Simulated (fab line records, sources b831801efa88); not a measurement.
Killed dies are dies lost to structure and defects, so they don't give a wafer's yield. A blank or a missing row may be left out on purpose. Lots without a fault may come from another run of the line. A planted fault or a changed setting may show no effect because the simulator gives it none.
A struck lot beside a sound one | flow sky130 | 18 steps out of a route of 708
Sound: wafers L819.2, L819.5, L819.6. Struck: wafer L822.5. (L822.1, L822.4 of the same lot were not struck and are left out.) The cause comes at the end.
At each step with rows: each side's tool, then ch and its chambers, then its first start. Under that, the readings that differ: sound wafers | struck wafers | difference of the means | sigmas: that difference in standard deviations of wafers without a fault.
alike: readings whose means differ by less than 2 such deviations, and words and numbers that are the same on both sides. not compared: withheld readings, readings that some wafer has no value for, bounds like >300 that may hide the same value, and numbers for which the record gives no deviation and whose values overlap.
The two part at a step that has a row with sigmas, a row that says differs or no value, or rows on one side only. Numbers that don't overlap but have no deviation are shown without sigmas and don't part them. A reading that every wafer of one side lacks parts them only if that side has two wafers or more.

first, 3 steps without rows for these wafers: SKY_LI_CONTACT_EXPOSE_09 (exposes mask LICM1, target cd 170 nm); SKY_LI_CONTACT_PEB_10; SKY_LI_CONTACT_DEVELOP_11 (develop time 60 s).
SKY_LI_CONTACT_CD_MEAS_12: target cd 170 nm.
  sound on cd_sem-01, day 31 02:38; struck on cd_sem-02, day 32 06:08
  alike: cd_nm
SKY_LI_CONTACT_OVL_MEAS_13:
  sound on overlay-02, day 31 02:45; struck on overlay-02, day 32 06:15
  alike: LI_CONTACT_OVL
SKY_LI_CONTACT_ETCH_14: etches BARC in N2/H2, stops on SiO2, time 45.9 s, target depth 60 nm.
  sound on rie_diel-04 ch 1,2,3, day 31 02:47; struck on rie_diel-01 ch 2, day 32 06:17
  alike: drypump_motor_current_A, oes_product_au, throttle_valve_pct
  not compared: rf_hours_counter_h
SKY_LI_CONTACT_ETCH_15: etches PSG in C4F8/O2/Ar, stops on Si, target depth 600 nm.
  sound on rie_diel-04 ch 1,2,3, day 31 02:49; struck on rie_diel-01 ch 2, day 32 06:19
  alike: oes_product_au
SKY_LI_CONTACT_STRIP_16: strips in O2/N2.
  sound on plasma_asher-01 ch 0,1, day 31 02:54; struck on plasma_asher-03 ch 0, day 32 06:25
  reading                     | sound       | struck | difference | sigmas
  drypump_motor_current_A (A) | 4.9 5.7 4.9 | 6.3    | +1.1       | +3
  alike: oes_product_au, strip_time_to_endpoint_s
  not compared: rf_hours_counter_h
then, 2 steps without rows for these wafers: SKY_LI_CONTACT_CLEAN_17 (cleans in NMP, time 600 s); SKY_LI_CONTACT_PRE_CLEAN_18 (time 5.6 s).
SKY_LI_CONTACT_SPUTTER_19: material Ti, target thk 20 nm, time 106.37 s.
  sound on pvd_sputter-02, day 31 03:12; struck on pvd_sputter-03, day 32 06:53
  reading                | sound          | struck | difference | sigmas
  throttle_valve_pct (%) | 28.5 29.0 31.1 | 31.8   | +2.3       | +2
SKY_LI_CONTACT_SPUTTER_20: material TiN, target thk 20 nm, time 80 s.
  sound on pvd_sputter-02, day 31 03:17; struck on pvd_sputter-03, day 32 06:57
  reading                | sound          | struck | difference | sigmas
  throttle_valve_pct (%) | 28.5 28.7 30.8 | 31.7   | +2.4       | +2
SKY_LI_CONTACT_CVD_21: deposits W, target thk 400 nm, time 120.56 s.
  sound on cvd_w-01 ch 0,1, day 31 03:20; struck on cvd_w-01 ch 0, day 32 07:01
  reading                                  | sound           | struck | difference | sigmas
  model.W_of_LI_CONTACT_CVD_21.thk_nm (nm) | 393.2 394.9 393 | 435.7  | +42.0      |
  alike: heater_power_w
SKY_LI_CONTACT_RS_MEAS_22: measures by four-point-probe.
  sound on film_metro-04, day 31 03:29; struck on film_metro-02, day 32 07:26
  reading                  | sound             | struck | difference | sigmas
  LI_CONTACT_W_RS (ohm/sq) | 0.289 0.288 0.291 | 0.261  | -0.028     | -9
  not compared: hold
SKY_LI_CONTACT_THK_MEAS_23: measures by xrf.
  sound on film_metro-04, day 31 03:35; struck on film_metro-02, day 32 08:58
  reading               | sound       | struck | difference | sigmas
  LI_CONTACT_W_THK (nm) | 383 385 387 | 433    | +48        | +11
  not compared: hold
SKY_LI_CONTACT_CMP_24: polishes, stops on PSG, t overpolish 20 s, target thk 0 nm.
  sound on cmp-01 ch 0,2,3, day 31 03:44; struck on cmp-01 ch 3, day 32 19:35
  reading                | sound    | struck                    | difference                   | sigmas
  hold                   | - - -    | await_dispo/10.2h/release | no value on the sound wafers |
  time_to_endpoint_s (s) | 94 94 96 | 106                       | +11                          | +3
  alike: motor_current_A, slurry_filter_dp_kPa
then, 1 step without rows for these wafers: SKY_LOCAL_INTERCONNECT_SPUTTER_00 (material TiN, target thk 100 nm, time 83.3 s).
-- the record jumps here: 15 days lie between the struck wafers' starts before and after (it left off in module LOCAL_INTERCONNECT and takes up again in module PAD_OPEN, whose first step shown is number 708 of the route) --
SKY_PAD_OPEN_PROBE_99:
  sound on prober-02, day 47 09:13; struck on prober-02, day 48 07:09
  alike: killed_at_M0_to_M3, killed_at_M4_up, killed_at_contacts, killed_at_front_end, killed_at_other, killed_dies, killed_open, killed_short

WHERE THEY PART
First at SKY_LI_CONTACT_STRIP_16; last, within this record, at SKY_LI_CONTACT_CMP_24. Later steps at which nothing parts them and some readings are alike: SKY_PAD_OPEN_PROBE_99.

WHY: what the simulator had put in
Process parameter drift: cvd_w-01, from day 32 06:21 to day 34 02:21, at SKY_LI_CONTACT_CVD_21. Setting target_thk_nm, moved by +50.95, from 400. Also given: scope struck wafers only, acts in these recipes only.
